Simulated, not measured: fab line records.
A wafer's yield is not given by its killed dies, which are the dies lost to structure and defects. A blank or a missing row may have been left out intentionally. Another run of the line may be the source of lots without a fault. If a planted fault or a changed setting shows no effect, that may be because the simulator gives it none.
Struck lot and sound lot, side by side || flow gf180mcu || 30 steps out of a route of 602
Sound: wafers L461.1, L461.4, L461.6. The struck wafers were L473.1, L473.3, L473.4. The cause is given at the end.
Per side, at each step with rows, come the tool, then ch with its chambers, and then its first start. Under that, the readings that differ: sound wafers || struck wafers || difference of the means || sigmas: that difference in standard deviations of wafers without a fault.
alike: readings with means less than 2 such deviations apart, plus words and numbers identical on both sides. not compared: withheld readings, readings lacking a value on some wafer, bounds such as >300 that could conceal the same value, and numbers that have no deviation in the record and whose values overlap.
The two part at a step that has a row with sigmas, a row that says differs or no value, or rows on one side only. Numbers that don't overlap but have no deviation are shown without sigmas and don't part them. Lack of a reading on every wafer of one side parts them only where that side has two or more wafers.

first, 3 steps without rows for these wafers: GF_PSD_EXPOSE_04 (exposes mask Pplus, target cd 400 nm); GF_PSD_PEB_05; GF_PSD_DEVELOP_06 (develop time 60 s).
GF_PSD_CD_MEAS_07 targets a cd of 400 nm.
  sound on cd_sem-02 at day 13 20:17; struck on cd_sem-01 at day 19 02:46
{"reading": "cd_nm (nm)", "sound": "402.7 403.2 403.3", "struck": "398.5 399.8 399.6", "difference": -3.8, "sigmas": -2}
GF_PSD_OVL_MEAS_08:
  sound on overlay-01 at day 13 20:24; struck on overlay-01 at day 19 02:53
  alike: PSD_OVL
next, for these wafers, 1 step has no rows: GF_PSD_IMPLANT_09.
GF_PSD_STRIP_10: strips in O2/N2.
  sound on plasma_asher-04 ch 0,1, day 13 20:35; struck on plasma_asher-04 ch 0,1, day 19 03:04
  alike: drypump_motor_current_A, heater_power_w, oes_product_au, strip_time_to_endpoint_s
  not compared: rf_hours_counter_h
GF_PSD_TW_MEAS_11:
  sound on film_metro-03 at day 13 20:41; struck on film_metro-04 at day 19 03:10
  alike: PSD_TW
then, 1 step without rows for these wafers: GF_PSD_CLEAN_12 (cleans in SC1/SC2, time 150 s).
GF_PSD_RTA_13: time 20 s.
  sound on rtp_anneal-02 ch 0, day 13 20:47; struck on rtp_anneal-01 ch 0, day 19 03:16
{"reading": "lamp_power_pct (%)", "sound": "41 41 41", "struck": "28 28 28", "difference": -13, "sigmas": -2}
{"reading": "wafer_temp_C_max", "sound": "1028.9 1028.2 1029.2", "struck": "1033.7 1031.9 1033.8", "difference": "+4.4", "sigmas": "+3"}
  alike: chamber_o2_ppm
GF_PSD_RS_MEAS_14: measurement is done with a four-point probe.
  sound on film_metro-01 at day 13 20:53; struck on film_metro-03 at day 19 03:22
  alike: NSD_RS
GF_PSD_RS_MEAS_15: measurement is done with a four-point probe.
  sound on film_metro-01 at day 13 21:00; struck on film_metro-03 at day 19 03:29
  alike: PSD_RS
GF_SAB_CVD_00: deposits SiO2 from TEOS, target thk 50 nm, time 4.9302 s.
  sound on pecvd-03 ch 1,2, day 13 21:07; struck on pecvd-02 ch 0,1,2, day 19 03:36
{"reading": "model.SiO2_of_SAB_CVD_00.thk_nm (nm)", "sound": "49.54 50.35 50.2", "struck": "44.36 45.25 45.67", "difference": -4.94, "sigmas": ""}
  alike: heater_power_w
GF_SAB_THK_MEAS_01:
  sound on film_metro-03 at day 13 21:08; struck on film_metro-02 at day 19 03:37
{"reading": "SAB_CVD_00_THK (nm)", "sound": "49.6 50.3 50.2", "struck": "44.3 45.3 45.7", "difference": -4.9, "sigmas": -8}
then, 7 steps without rows for these wafers: GF_SAB_DEHYDRATE_02 (time 60 s); GF_SAB_HMDS_03 (prime time 60 s); GF_SAB_COAT_04 (resist thk 1000 nm); GF_SAB_SOFTBAKE_05 (time 60 s); GF_SAB_EXPOSE_06 (exposes mask SAB, target cd 420 nm); GF_SAB_PEB_07; GF_SAB_DEVELOP_08 (develop time 60 s).
GF_SAB_CD_MEAS_09 targets a cd of 420 nm.
  sound on cd_sem-01 at day 14 17:20; struck on cd_sem-01 at day 20 04:13
  alike: cd_nm
GF_SAB_OVL_MEAS_10:
  sound on overlay-01 at day 14 17:27; struck on overlay-01 at day 20 04:20
  alike: SAB_OVL
GF_SAB_ETCH_11: etches SiO2 in C4F8/O2/Ar, target depth 55 nm, time 8.5 s.
  sound on rie_diel-02 ch 1,2,3, day 14 17:29; struck on rie_diel-04 ch 0,2,3, day 20 04:22
  alike: oes_product_au
  not compared: rf_hours_counter_h
then, 1 step without rows for these wafers: GF_SAB_WET_ETCH_12 (etches SiO2 in dHF, target depth 22 nm, time 440 s).
GF_SAB_STRIP_13: strips in O2/N2.
  sound on plasma_asher-02 ch 1, day 14 17:38; struck on plasma_asher-04 ch 0,1, day 20 04:32
  alike: drypump_motor_current_A, heater_power_w, oes_product_au, strip_time_to_endpoint_s
  not compared: rf_hours_counter_h
then, 1 step without rows for these wafers: GF_SALICIDE_CLEAN_00 (cleans in SC1/SC2, time 150 s).
GF_SALICIDE_WET_ETCH_01: etches SiO2 in dHF, target depth 5 nm, time 100 s.
  sound on wet_bench-01 ch 0, day 14 17:48; struck on wet_bench-01 ch 3, day 20 04:41
{"reading": "model.SiO2_of_SAB_CVD_00.thk_nm (nm)", "sound": "38.72 39.59 39.41", "struck": "33.7 34.6 35.02", "difference": -4.8, "sigmas": ""}
GF_SALICIDE_SPUTTER_02: material Co, target thk 10 nm, time 20 s.
  sound on pvd_sputter-03 at day 14 17:50; struck on pvd_sputter-02 at day 20 04:44
  alike: cathode_dc_power_W, chamber_pressure_pa, throttle_valve_pct
-- the record jumps here: 13 days lie between the struck wafers' starts before and after (it left off in module SALICIDE and takes up again in module PASSIVATION, whose first step shown is number 602 of the route) --
GF_PASSIVATION_PROBE_99:
  the record has rows for the struck wafers here (prober-02, day 32 23:14) and none for the sound ones

## WHERE THEY PART
First at GF_PSD_CD_MEAS_07; last, within this record, at GF_PASSIVATION_PROBE_99.

WHY: whatever the simulator had introduced
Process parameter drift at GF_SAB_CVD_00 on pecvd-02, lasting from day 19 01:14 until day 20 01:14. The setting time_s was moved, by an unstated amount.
